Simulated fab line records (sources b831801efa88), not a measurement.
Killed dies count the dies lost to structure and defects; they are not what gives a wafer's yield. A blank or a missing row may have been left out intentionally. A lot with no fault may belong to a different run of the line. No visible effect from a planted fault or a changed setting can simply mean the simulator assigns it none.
A struck lot beside a sound one + flow sky130 + 15 out of 708 route steps
Sound: wafers L384.2, L384.5, L384.6. Wafers L391.2, L391.5, L391.6 were the ones struck. The cause is named last.
Order at every step that has rows: each side's tool, ch and its chambers, its first start. Under that, the readings that differ: sound wafers + struck wafers + difference of the means + sigmas: that difference in standard deviations of wafers without a fault.
alike: a reading whose means differ by less than 2 such deviations, as well as words and numbers matching on both sides. not compared: withheld readings; readings where some wafer has no value; bounds like >300 that might hide an equal value; numbers whose values overlap and for which the record gives no deviation.
The two part at a step that has a row with sigmas, a row that says differs or no value, or rows on one side only. When numbers do not overlap yet have no deviation, they are printed without sigmas and do not part them. A reading that every wafer of one side lacks parts them only if that side has two wafers or more.

first, 1 step without rows for these wafers: SKY_VIA1_ETCH_14 (etches BARC in N2/H2, stops on SiO2, time 45.9 s, target depth 60 nm).
SKY_VIA1_ETCH_15: etches SiO2 in C4F8/O2/Ar, stops on TiN, target depth 351 nm, time 54 s.
  sound on rie_diel-02 ch 0,3, day 35 15:50; struck on rie_diel-04 ch 1,2, day 38 05:41
  alike: oes_product_au, rf_fwd_power_W
  not compared: rf_hours_counter_h
SKY_VIA1_STRIP_16: strips in O2/N2.
  sound on plasma_asher-01 ch 0,1, day 35 15:53; struck on plasma_asher-01 ch 0,1, day 38 05:44
  alike: drypump_motor_current_A, oes_product_au, strip_time_to_endpoint_s
  not compared: rf_hours_counter_h
then, 3 steps without rows for these wafers: SKY_VIA1_STRIP_17 (strips in post etch residue remover, time 1200 s); SKY_VIA1_CLEAN_18 (cleans in IPA, time 180 s); SKY_VIA1_CLEAN_19 (cleans in O3/DIW).
SKY_VIA1_SPUTTER_20: material TiN, target thk 20 nm, time 80 s.
  struck on pvd_sputter-04, day 38 06:20; sound on pvd_sputter-04, day 35 16:31
  alike: throttle_valve_pct
then, 1 step without rows for these wafers: SKY_VIA1_CVD_21 (deposits W, target thk 270 nm, time 80.902 s).
SKY_VIA1_RS_MEAS_22: a four-point-probe measurement.
  struck on film_metro-04, day 38 06:30; sound on film_metro-04, day 35 16:41
  alike: VIA1_W_RS
SKY_VIA1_THK_MEAS_23: measures by xrf.
  struck on film_metro-04, day 38 06:37; sound on film_metro-04, day 35 16:47
  alike: VIA1_W_THK
SKY_VIA1_CMP_24: polishes, stops on SiO2, t overpolish 15 s, target thk 0 nm.
  sound on cmp-02 ch 1,2,3, day 35 16:56; struck on cmp-01 ch 0,3, day 38 06:43
  alike: motor_current_A, overpolish_run_s, retaining_ring_pressure_frac, time_to_endpoint_s
SKY_METAL2_SPUTTER_00: material Ti, target thk 15 nm, time 10 s.
  struck on pvd_sputter-03, day 38 06:58; sound on pvd_sputter-02, day 35 17:08
| reading                | sound          | struck         | difference | sigmas |
|------------------------|----------------|----------------|------------|--------|
| throttle_valve_pct (%) | 31.0 30.6 31.0 | 28.7 28.9 28.5 | -2.2       | -2     |
SKY_METAL2_SPUTTER_01: material TiN, target thk 20 nm, time 16.7 s.
  struck on pvd_sputter-03, day 38 06:59; sound on pvd_sputter-02, day 35 17:10
| reading                                    | sound             | struck           | difference | sigmas |
|--------------------------------------------|-------------------|------------------|------------|--------|
| throttle_valve_pct (%)                     | 31.3 30.8 31.1    | 28.7 28.5 28.6   | -2.5       | -3     |
| model.TiN_of_METAL2_SPUTTER_01.thk_nm (nm) | 20.19 20.05 20.16 | 11.9 11.56 11.92 | -8.3       |        |
then, 1 step without rows for these wafers: SKY_METAL2_SPUTTER_02 (material AlCu, target thk 250 nm, time 13.3 s).
-- the record jumps here: 11 days lie between the struck wafers' starts before and after (it left off in module METAL2 and takes up again in module PAD_OPEN, whose first step shown is number 708 of the route) --
SKY_PAD_OPEN_PROBE_99:
  struck on prober-01, day 49 02:25; sound on prober-02, day 47 04:47
  alike: defect_limited_yield, killed_at_M0_to_M3, killed_at_M4_up, killed_at_contacts, killed_at_front_end, killed_at_other, killed_dies, killed_on_rim, killed_open, killed_short, sort_bin_3_pad_short, sort_bin_5_function, sort_bin_6_memory, sort_n_pass, sort_yield_pct

== WHERE THEY PART ==
Earliest at SKY_METAL2_SPUTTER_00; latest, in this record, at SKY_METAL2_SPUTTER_01. Later steps at which nothing parts them and some readings are alike: SKY_PAD_OPEN_PROBE_99.

WHY: the cause the simulator had injected
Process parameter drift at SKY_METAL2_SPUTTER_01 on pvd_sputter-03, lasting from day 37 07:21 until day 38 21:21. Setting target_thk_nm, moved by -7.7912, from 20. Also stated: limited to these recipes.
